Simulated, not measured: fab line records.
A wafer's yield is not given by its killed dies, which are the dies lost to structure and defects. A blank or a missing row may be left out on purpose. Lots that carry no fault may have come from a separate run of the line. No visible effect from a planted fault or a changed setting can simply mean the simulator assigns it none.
A sampling plan put to the test	flow gf180mcu	one line in one fab, 68 faults in these records, each fault weighed on the records of the lots it struck
Plan = the line's own looks (route steps where a gauge or an inspection reads the wafer without altering it). A look is open to judgement when struck wafers have a number at it and the file gives its usual mean and standard deviation on fault-free wafers. Caught: 4 or more of those standard deviations (sigma) separate the usual mean from the mean of the struck wafers at a look after the fault's first step. On the tool: the fault's steps, tested the same way using the tool's own readings. A different recipe on the struck wafers counts as caught too, as does a record blank only for those wafers.

## THE FAULTS, as the simulator had put them in
1. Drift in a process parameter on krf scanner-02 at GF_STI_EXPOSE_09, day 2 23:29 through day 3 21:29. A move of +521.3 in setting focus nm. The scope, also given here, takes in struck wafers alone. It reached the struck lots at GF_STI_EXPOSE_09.
2. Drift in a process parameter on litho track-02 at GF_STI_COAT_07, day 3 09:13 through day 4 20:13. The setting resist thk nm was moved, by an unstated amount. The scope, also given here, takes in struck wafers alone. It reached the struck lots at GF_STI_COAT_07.
3. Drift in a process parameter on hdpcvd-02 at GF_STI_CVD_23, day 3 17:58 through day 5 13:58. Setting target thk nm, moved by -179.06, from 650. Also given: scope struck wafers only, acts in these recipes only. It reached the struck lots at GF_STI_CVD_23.
4. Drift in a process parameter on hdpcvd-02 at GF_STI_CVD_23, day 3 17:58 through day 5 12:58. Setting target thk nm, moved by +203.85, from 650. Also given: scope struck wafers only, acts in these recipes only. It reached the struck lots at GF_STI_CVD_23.
5. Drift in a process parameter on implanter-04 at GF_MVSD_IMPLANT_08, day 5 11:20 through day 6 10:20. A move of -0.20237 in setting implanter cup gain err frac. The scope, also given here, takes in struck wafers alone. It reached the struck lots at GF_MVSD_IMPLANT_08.
6. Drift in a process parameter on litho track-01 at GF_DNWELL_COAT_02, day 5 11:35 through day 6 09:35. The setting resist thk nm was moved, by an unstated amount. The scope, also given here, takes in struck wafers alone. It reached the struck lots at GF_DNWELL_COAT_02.
7. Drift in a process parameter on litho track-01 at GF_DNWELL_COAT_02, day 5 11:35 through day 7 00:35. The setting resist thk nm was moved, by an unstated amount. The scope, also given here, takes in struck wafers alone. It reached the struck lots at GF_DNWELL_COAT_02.
8. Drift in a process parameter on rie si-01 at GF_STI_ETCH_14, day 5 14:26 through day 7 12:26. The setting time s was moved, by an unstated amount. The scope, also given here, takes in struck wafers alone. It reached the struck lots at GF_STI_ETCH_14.
9. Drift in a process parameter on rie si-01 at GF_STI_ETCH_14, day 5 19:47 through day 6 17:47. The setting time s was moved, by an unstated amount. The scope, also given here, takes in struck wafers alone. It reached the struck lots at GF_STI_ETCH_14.
10. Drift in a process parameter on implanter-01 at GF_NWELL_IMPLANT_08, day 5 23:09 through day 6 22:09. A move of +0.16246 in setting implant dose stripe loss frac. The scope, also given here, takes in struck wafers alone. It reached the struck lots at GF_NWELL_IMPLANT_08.
11. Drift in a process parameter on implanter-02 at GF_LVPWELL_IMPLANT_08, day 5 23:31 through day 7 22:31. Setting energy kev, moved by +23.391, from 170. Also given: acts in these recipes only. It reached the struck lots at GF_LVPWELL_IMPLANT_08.
12. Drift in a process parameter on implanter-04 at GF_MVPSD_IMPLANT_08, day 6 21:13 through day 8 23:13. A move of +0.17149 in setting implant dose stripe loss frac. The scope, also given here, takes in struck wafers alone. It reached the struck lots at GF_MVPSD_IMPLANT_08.
13. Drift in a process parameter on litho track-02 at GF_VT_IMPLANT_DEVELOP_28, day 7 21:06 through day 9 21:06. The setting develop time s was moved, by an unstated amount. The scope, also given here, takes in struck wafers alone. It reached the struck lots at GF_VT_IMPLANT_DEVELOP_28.
14. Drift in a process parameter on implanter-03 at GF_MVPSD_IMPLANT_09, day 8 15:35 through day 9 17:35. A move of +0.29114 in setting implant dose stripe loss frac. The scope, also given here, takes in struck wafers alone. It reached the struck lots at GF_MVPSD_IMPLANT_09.
15. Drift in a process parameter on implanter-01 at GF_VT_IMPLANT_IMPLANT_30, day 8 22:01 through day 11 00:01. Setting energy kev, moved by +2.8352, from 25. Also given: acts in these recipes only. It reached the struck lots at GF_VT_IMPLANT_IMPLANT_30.
16. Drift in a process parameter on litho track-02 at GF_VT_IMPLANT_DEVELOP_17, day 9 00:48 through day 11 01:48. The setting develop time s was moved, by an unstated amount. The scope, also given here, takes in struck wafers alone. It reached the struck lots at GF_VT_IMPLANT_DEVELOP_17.
17. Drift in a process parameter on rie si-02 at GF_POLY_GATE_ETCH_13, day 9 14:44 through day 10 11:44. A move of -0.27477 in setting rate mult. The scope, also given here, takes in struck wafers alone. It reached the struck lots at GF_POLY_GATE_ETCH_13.
18. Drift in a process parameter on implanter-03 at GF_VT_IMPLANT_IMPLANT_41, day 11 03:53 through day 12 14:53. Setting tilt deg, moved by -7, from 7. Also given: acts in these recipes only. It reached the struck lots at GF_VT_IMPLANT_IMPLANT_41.
19. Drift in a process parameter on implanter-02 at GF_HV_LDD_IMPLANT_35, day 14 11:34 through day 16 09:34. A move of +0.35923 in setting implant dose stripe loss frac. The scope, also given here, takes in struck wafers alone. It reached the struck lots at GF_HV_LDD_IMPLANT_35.
20. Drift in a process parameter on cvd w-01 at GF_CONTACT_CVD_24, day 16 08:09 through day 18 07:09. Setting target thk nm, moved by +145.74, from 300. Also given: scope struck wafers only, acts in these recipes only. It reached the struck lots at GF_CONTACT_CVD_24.
21. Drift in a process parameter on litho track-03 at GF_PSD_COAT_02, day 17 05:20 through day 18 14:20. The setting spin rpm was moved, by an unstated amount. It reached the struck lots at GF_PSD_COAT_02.
22. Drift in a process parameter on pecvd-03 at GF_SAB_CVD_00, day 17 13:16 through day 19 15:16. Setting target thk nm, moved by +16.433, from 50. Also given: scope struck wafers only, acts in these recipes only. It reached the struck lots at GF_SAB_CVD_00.
23. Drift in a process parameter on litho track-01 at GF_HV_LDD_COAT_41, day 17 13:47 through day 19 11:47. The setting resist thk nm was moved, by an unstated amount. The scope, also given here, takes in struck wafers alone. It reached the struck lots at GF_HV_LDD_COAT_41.
24. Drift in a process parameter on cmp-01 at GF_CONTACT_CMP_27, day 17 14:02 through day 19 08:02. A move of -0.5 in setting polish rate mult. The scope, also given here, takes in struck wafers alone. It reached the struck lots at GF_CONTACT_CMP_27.
25. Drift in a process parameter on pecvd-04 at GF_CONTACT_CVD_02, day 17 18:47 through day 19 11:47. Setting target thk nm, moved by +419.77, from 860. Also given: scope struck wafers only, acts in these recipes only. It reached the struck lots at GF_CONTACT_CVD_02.
26. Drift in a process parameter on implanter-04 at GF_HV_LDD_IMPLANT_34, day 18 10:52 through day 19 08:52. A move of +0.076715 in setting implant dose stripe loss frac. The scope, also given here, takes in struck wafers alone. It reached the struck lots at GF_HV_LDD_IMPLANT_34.
27. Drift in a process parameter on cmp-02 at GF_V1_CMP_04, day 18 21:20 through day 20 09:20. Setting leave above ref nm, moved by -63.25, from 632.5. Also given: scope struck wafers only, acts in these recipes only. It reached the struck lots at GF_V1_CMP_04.
28. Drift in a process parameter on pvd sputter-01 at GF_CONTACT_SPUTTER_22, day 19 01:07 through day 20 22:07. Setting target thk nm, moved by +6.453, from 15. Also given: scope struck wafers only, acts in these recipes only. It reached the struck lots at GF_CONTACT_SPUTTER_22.
29. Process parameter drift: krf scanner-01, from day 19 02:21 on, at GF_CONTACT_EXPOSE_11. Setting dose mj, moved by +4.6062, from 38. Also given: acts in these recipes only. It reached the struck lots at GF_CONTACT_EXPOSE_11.
30. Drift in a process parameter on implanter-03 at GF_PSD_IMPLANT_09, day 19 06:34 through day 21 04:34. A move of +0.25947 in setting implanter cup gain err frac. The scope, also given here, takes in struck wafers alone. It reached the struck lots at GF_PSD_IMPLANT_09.
31. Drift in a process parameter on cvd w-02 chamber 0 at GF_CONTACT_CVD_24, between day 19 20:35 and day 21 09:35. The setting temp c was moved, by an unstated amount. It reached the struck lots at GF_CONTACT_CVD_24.
32. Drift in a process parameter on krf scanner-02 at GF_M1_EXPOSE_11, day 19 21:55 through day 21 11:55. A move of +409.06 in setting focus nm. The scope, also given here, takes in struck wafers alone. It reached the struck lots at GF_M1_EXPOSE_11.
33. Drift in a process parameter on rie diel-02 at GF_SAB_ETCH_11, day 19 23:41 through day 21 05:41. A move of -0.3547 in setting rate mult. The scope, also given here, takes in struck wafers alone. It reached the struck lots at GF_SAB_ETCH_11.
34. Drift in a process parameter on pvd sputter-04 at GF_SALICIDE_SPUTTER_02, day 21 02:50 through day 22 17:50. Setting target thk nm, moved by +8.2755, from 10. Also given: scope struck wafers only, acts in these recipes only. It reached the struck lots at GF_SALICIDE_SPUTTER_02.
35. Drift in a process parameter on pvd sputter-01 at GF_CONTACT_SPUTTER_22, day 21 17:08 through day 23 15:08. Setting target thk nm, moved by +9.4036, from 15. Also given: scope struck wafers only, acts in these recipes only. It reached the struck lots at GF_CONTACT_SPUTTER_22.
36. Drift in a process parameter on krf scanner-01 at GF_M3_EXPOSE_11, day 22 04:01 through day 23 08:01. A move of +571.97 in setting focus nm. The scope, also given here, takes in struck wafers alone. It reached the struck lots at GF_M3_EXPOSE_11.
37. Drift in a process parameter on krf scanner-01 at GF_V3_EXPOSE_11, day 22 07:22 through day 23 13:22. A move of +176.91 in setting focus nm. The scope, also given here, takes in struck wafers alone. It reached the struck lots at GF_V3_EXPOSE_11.
38. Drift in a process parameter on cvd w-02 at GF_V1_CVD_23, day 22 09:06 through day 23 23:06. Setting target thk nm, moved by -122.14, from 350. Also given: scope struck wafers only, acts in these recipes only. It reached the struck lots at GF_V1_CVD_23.
39. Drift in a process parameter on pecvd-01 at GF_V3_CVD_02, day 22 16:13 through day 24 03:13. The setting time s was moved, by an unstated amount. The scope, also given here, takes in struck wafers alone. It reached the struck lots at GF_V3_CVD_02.
40. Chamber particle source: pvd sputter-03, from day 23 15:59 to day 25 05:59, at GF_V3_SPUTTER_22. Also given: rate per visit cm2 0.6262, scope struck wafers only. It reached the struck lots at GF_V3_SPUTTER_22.
41. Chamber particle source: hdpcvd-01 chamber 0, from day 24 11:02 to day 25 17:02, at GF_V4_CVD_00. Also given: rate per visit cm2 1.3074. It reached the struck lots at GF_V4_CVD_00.
42. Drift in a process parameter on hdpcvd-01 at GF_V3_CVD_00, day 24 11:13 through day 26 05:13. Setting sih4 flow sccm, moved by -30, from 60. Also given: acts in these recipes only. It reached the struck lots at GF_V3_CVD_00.
43. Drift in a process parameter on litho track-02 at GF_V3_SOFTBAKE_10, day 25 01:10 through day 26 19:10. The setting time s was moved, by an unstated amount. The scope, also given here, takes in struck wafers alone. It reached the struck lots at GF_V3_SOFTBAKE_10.
44. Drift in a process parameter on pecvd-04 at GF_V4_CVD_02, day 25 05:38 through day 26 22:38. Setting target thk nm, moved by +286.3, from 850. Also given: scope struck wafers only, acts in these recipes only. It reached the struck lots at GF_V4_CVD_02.
45. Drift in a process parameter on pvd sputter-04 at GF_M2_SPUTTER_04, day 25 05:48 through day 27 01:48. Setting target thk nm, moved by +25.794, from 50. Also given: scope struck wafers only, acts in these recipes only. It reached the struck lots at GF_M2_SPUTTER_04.
46. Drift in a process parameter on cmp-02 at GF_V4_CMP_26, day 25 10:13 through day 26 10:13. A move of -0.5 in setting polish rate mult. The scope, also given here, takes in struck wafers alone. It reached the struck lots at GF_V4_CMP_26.
47. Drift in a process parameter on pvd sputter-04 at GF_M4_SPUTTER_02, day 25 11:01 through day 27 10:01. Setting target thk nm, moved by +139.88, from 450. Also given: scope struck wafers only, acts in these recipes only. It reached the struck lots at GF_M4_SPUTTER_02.
48. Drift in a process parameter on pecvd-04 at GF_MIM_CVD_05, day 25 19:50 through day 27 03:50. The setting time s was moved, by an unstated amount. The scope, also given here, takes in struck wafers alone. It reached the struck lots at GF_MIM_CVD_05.
49. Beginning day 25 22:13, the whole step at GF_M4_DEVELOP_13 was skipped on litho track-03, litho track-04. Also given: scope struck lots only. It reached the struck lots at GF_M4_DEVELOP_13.
50. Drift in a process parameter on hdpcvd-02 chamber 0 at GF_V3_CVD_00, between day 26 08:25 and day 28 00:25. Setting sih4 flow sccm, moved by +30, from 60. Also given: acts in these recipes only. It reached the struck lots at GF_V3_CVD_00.
51. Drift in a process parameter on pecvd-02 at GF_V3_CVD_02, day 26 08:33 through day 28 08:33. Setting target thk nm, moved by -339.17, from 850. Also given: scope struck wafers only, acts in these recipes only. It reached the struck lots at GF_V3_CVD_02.
52. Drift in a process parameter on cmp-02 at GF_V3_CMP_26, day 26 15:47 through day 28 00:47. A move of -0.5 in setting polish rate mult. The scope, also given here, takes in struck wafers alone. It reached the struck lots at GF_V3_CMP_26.
53. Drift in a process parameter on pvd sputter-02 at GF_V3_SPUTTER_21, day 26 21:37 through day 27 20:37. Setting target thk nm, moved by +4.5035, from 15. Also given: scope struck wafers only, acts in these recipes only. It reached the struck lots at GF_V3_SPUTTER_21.
54. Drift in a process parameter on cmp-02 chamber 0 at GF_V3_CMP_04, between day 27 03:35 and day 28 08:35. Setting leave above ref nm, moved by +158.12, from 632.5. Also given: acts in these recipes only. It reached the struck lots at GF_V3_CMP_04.
55. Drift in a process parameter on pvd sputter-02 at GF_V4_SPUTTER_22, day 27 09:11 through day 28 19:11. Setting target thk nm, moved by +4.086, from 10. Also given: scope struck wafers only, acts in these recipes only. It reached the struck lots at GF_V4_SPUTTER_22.
56. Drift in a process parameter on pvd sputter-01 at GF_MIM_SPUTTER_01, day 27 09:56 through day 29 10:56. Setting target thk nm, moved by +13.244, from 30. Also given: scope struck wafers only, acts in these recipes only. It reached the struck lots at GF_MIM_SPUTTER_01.
57. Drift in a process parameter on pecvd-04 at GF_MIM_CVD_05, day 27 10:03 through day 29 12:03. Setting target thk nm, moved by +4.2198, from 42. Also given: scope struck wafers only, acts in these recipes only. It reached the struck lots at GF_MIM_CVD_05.
58. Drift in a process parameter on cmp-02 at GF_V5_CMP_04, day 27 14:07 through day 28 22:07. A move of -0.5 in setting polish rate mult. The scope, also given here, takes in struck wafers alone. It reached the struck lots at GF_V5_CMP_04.
59. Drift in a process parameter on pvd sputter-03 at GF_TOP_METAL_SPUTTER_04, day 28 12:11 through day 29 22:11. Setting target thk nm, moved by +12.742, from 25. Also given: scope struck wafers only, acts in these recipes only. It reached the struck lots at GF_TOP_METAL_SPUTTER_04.
60. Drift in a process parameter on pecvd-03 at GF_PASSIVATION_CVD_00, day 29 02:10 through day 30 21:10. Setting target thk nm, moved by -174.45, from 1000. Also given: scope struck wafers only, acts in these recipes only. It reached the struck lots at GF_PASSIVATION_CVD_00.
61. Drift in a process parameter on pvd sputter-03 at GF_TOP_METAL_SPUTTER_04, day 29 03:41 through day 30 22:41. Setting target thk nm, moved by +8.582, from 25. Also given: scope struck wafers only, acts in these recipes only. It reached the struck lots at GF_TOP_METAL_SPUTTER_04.
62. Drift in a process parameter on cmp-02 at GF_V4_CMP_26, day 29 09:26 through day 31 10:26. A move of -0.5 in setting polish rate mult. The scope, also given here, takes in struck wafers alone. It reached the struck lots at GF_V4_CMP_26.
63. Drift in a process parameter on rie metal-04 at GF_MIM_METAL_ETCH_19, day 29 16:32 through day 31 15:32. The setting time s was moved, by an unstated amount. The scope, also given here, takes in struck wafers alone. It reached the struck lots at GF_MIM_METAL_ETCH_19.
64. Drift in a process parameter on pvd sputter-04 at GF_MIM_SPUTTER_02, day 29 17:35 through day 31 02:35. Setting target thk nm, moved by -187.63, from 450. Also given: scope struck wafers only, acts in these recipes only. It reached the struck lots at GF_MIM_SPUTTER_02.
65. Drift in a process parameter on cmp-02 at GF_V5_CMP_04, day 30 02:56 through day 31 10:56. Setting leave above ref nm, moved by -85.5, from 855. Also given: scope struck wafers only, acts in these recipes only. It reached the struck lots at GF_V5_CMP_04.
66. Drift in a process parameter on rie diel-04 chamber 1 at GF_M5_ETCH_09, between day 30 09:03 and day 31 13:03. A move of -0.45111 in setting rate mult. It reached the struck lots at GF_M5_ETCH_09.
67. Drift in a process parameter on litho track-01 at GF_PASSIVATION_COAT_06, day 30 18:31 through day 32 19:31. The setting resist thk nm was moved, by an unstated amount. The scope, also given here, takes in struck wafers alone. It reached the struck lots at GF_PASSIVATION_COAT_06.
68. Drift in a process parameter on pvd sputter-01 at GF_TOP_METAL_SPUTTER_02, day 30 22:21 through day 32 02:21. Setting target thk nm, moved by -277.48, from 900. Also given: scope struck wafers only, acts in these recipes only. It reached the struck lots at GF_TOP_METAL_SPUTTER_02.

## WHAT THE PLAN SAW
fault	on the tool itself	first look that catches it	reading, sigma	median hours from its first step to that look	hours from the fault's start to the first struck lot there	judged looks passed uncaught
1	no reading that can be judged	GF_STI_CD_MEAS_12	cd nm -64	6.0	13	0
2	no reading that can be judged	not the one look that can be judged after it	-	-	-	1
3	no reading that can be judged	GF_STI_THK_MEAS_24	STI_CVD_23_THK -26	0.1	4	0
4	no reading that can be judged	GF_STI_THK_MEAS_24	STI_CVD_23_THK +26	0.1	4	0
5	beam on s +12 sigma	GF_MVSD_TW_MEAS_11	MVSD_TW +9.7	0.4	3	0
6	no reading that can be judged	GF_NWELL_TW_MEAS_11	NWELL_TW +32	23.5	25	0
7	no reading that can be judged	not the one look that can be judged after it	-	-	-	1
8	run length s +15 sigma	no look after it can be judged	-	-	-	0
9	run length s -12 sigma	no look after it can be judged	-	-	-	0
10	no reading that can be judged	GF_VT_IMPLANT_RS_MEAS_47	NWELL_RS +18	119.7	129	0
11	beam energy keV +99 or beyond sigma	GF_VT_IMPLANT_RS_MEAS_48	LVPWELL_RS -7.8	102.5	106	0
12	no reading that can be judged	GF_VT_IMPLANT_RS_MEAS_49	MVPSD_RS +4.5	67.3	72	0
13	no reading that can be judged	GF_VT_IMPLANT_TW_MEAS_32	VT_IMPLANT_3_TW -99 or beyond	0.4	20	0
14	under 2 sigma	GF_VT_IMPLANT_RS_MEAS_49	MVPSD_RS +12	73.3	74	0
15	beam energy keV +99 or beyond sigma	none of the 4 looks that can be judged after it	strongest: VT_IMPLANT_3_TW at GF_VT_IMPLANT_TW_MEAS_32, +3.6	-	-	4
16	under 2 sigma	GF_VT_IMPLANT_TW_MEAS_21	VT_IMPLANT_2_TW -99 or beyond	0.4	5	0
17	oes product au -22 sigma	none of the 2 looks that can be judged after it	-	-	-	2
18	tilt deg -99 or beyond sigma	GF_VT_IMPLANT_TW_MEAS_43	VT_IMPLANT_4_TW -22	0.2	4	0
19	no reading that can be judged	none of the 7 looks that can be judged after it	-	-	-	7
20	under 2 sigma	GF_CONTACT_RS_MEAS_25	CONTACT_W_RS -32	0.1	5	0
21	spin speed rpm +99 or beyond sigma	none of the 2 looks that can be judged after it	strongest: cd nm at GF_PSD_CD_MEAS_07, +2.5	-	-	2
22	under 2 sigma	GF_SAB_THK_MEAS_01	SAB_CVD_00_THK +22	0.0	11	0
23	no reading that can be judged	GF_HV_LDD_CD_MEAS_46	cd nm +55	11.9	13	0
24	overpolish run s -99 or beyond sigma	no look after it can be judged	-	-	-	0
25	under 2 sigma	GF_CONTACT_THK_MEAS_03	CONTACT_CVD_02_THK +37	0.1	8	0
26	no reading that can be judged	none of the 7 looks that can be judged after it	-	-	-	7
27	only faintly: time to endpoint s +3.1 sigma	none of the 5 looks that can be judged after it	-	-	-	5
28	under 2 sigma	no look after it can be judged	-	-	-	0
29	exposure dose mJ cm2 +99 or beyond sigma	GF_CONTACT_CD_MEAS_14	cd nm +11	12.0	23	0
30	faraday current uA +13 sigma	GF_PSD_TW_MEAS_11	PSD_TW -8.5	0.2	2	0
31	susceptor temp C -99 or beyond sigma	GF_CONTACT_RS_MEAS_25	CONTACT_W_RS +66	0.1	6	0
32	under 2 sigma	GF_M1_CD_MEAS_14	cd nm -52	11.7	17	0
33	oes product au -24 sigma	no look after it can be judged	-	-	-	0
34	under 2 sigma	GF_SALICIDE_RS_MEAS_04	SALICIDE_TIN_RS -25	0.1	6	0
35	under 2 sigma	no look after it can be judged	-	-	-	0
36	no reading that can be judged	GF_M3_CD_MEAS_14	cd nm -70	10.9	20	0
37	no reading that can be judged	none of the 2 looks that can be judged after it	-	-	-	2
38	under 2 sigma	GF_V1_RS_MEAS_24	V1_W_RS +50	0.1	28	0
39	run length s -94 sigma	GF_V3_THK_MEAS_03	V3_CVD_02_THK -36	0.1	9	0
40	under 2 sigma	none of the 2 looks that can be judged after it	-	-	-	2
41	no reading that can be judged	not the one look that can be judged after it	-	-	-	1
42	sih4 flow sccm -99 or beyond sigma	GF_V3_THK_MEAS_01	V3_CVD_00_THK -43	0.1	17	0
43	run length s +63 sigma	none of the 2 looks that can be judged after it	strongest: cd nm at GF_V3_CD_MEAS_14, +2.1	-	-	2
44	under 2 sigma	GF_V4_THK_MEAS_03	V4_CVD_02_THK +26	0.1	5	0
45	under 2 sigma	none of the 7 looks that can be judged after it	strongest: M2_ALCU_THK at GF_M2_THK_MEAS_06, -2.3	-	-	7
46	overpolish run s -99 or beyond sigma	no look after it can be judged	-	-	-	0
47	under 2 sigma	GF_M4_RS_MEAS_05	M4_ALCU_RS -22	0.1	34	0
48	under 2 sigma	none of the 5 looks that can be judged after it	strongest: MIM_CVD_05_THK at GF_MIM_THK_MEAS_06, -3.2	-	-	5
49	no reading that can be judged	no look after it can be judged	-	-	-	0
50	sih4 flow sccm +99 or beyond sigma	GF_V3_THK_MEAS_01	V3_CVD_00_THK +42	0.1	2	0
51	under 2 sigma	GF_V3_THK_MEAS_03	V3_CVD_02_THK -26	0.1	2	0
52	overpolish run s -99 or beyond sigma	no look after it can be judged	-	-	-	0
53	under 2 sigma	no look after it can be judged	-	-	-	0
54	time to endpoint s -7.9 sigma	no look after it can be judged	-	-	-	0
55	under 2 sigma	no look after it can be judged	-	-	-	0
56	under 2 sigma	no look after it can be judged	-	-	-	0
57	under 2 sigma	GF_MIM_THK_MEAS_06	MIM_CVD_05_THK +7.8	0.0	5	0
58	under 2 sigma	not the one look that can be judged after it	-	-	-	1
59	under 2 sigma	none of the 4 looks that can be judged after it	-	-	-	4
60	under 2 sigma	GF_PASSIVATION_THK_MEAS_01	PASSIVATION_CVD_00_THK -13	0.1	11	0
61	under 2 sigma	none of the 4 looks that can be judged after it	-	-	-	4
62	overpolish run s -99 or beyond sigma	no look after it can be judged	-	-	-	0
63	run length s +10 sigma	no look after it can be judged	-	-	-	0
64	under 2 sigma	no look after it can be judged	-	-	-	0
65	under 2 sigma	not the one look that can be judged after it	-	-	-	1
66	oes product au -30 sigma	no look after it can be judged	-	-	-	0
67	under 2 sigma	no look after it can be judged	-	-	-	0
68	under 2 sigma	GF_TOP_METAL_RS_MEAS_05	TOP_METAL_ALCU_RS +38	0.1	11	0
A dash: the fault isn't caught, or these records don't give the number.

Caught at a look: 32 of 68. Caught on the tool: 23 of 68. By one or the other: 46 of 68.
Faults 8, 9, 15, 17, 21, 24, 33, 43, 46, 52, 54, 62, 63, 66 were caught on the tool alone.
Caught at a look alone: faults 1, 3, 4, 6, 10, 12, 13, 14, 16, 20, 22, 23, 25, 32, 34, 36, 38, 44, 47, 51, 57, 60, 68.
Caught by neither: faults 2, 7, 19, 26, 27, 28, 35, 37, 40, 41, 45, 48, 49, 53, 55, 56, 58, 59, 61, 64, 65, 67.

## THINNER SAMPLING
Were the look that catches a fault to measure just every second or every third lot (counted by lot number), the first struck lot would, at worst, be measured this late:
fault	struck lots at that look, in order of time	every lot	every second lot	every third lot
1	L808, L809, L810	13 h	20 h	25 h
3	L662, L663	4 h	9 h	may miss all 2
4	L236, L237, L242	4 h	9 h	may miss all 3
5	L178, L181	3 h	23 h	may miss all 2
6	L677	25 h	may miss it	may miss it
10	L854, L855	129 h	133 h	may miss all 2
11	L226, L227, L228	106 h	115 h	121 h
12	L355, L359	72 h	may miss all 2	may miss all 2
13	L966, L969	20 h	41 h	may miss all 2
14	L192, L193, L195	74 h	81 h	may miss all 3
16	L594, L599, L601	5 h	34 h	48 h
18	L123, L128	4 h	34 h	may miss all 2
20	L333, L334	5 h	17 h	may miss all 2
22	L452, L456	11 h	may miss all 2	may miss all 2
23	L502, L505, L506	13 h	41 h	may miss all 3
25	L329, L330	8 h	18 h	may miss all 2
29	L229, L232	23 h	54 h	may miss all 2
30	L655, L656, L658	2 h	13 h	may miss all 3
31	L824, L825, L826	6 h	14 h	23 h
32	L396, L397, L399	17 h	29 h	may miss all 3
34	L411, L413	6 h	may miss all 2	may miss all 2
36	L607	20 h	may miss it	may miss it
38	L238	28 h	may miss it	may miss it
39	L191, L192	9 h	21 h	may miss all 2
42	L145, L146	17 h	26 h	may miss all 2
44	L436, L438, L439	5 h	36 h	may miss all 3
47	L498, L500	34 h	may miss all 2	may miss all 2
50	L980, L982	2 h	may miss all 2	may miss all 2
51	L335	2 h	may miss it	may miss it
57	L889, L893, L894	5 h	42 h	42 h
60	L464, L465	11 h	19 h	may miss all 2
68	L704, L707	11 h	27 h	may miss all 2
Hours: fault start to first struck lot measured. Since the struck wafers were tested as one group against 4 sigma, a single lot by itself may lie under the limit. Other struck lots may not be in these records.

## THE LONGEST TIMED WAY FROM STEP TO LOOK
Fault 10: median gap of 119.7 hours between GF_NWELL_IMPLANT_08 and GF_VT_IMPLANT_RS_MEAS_47. No look between them can be judged.
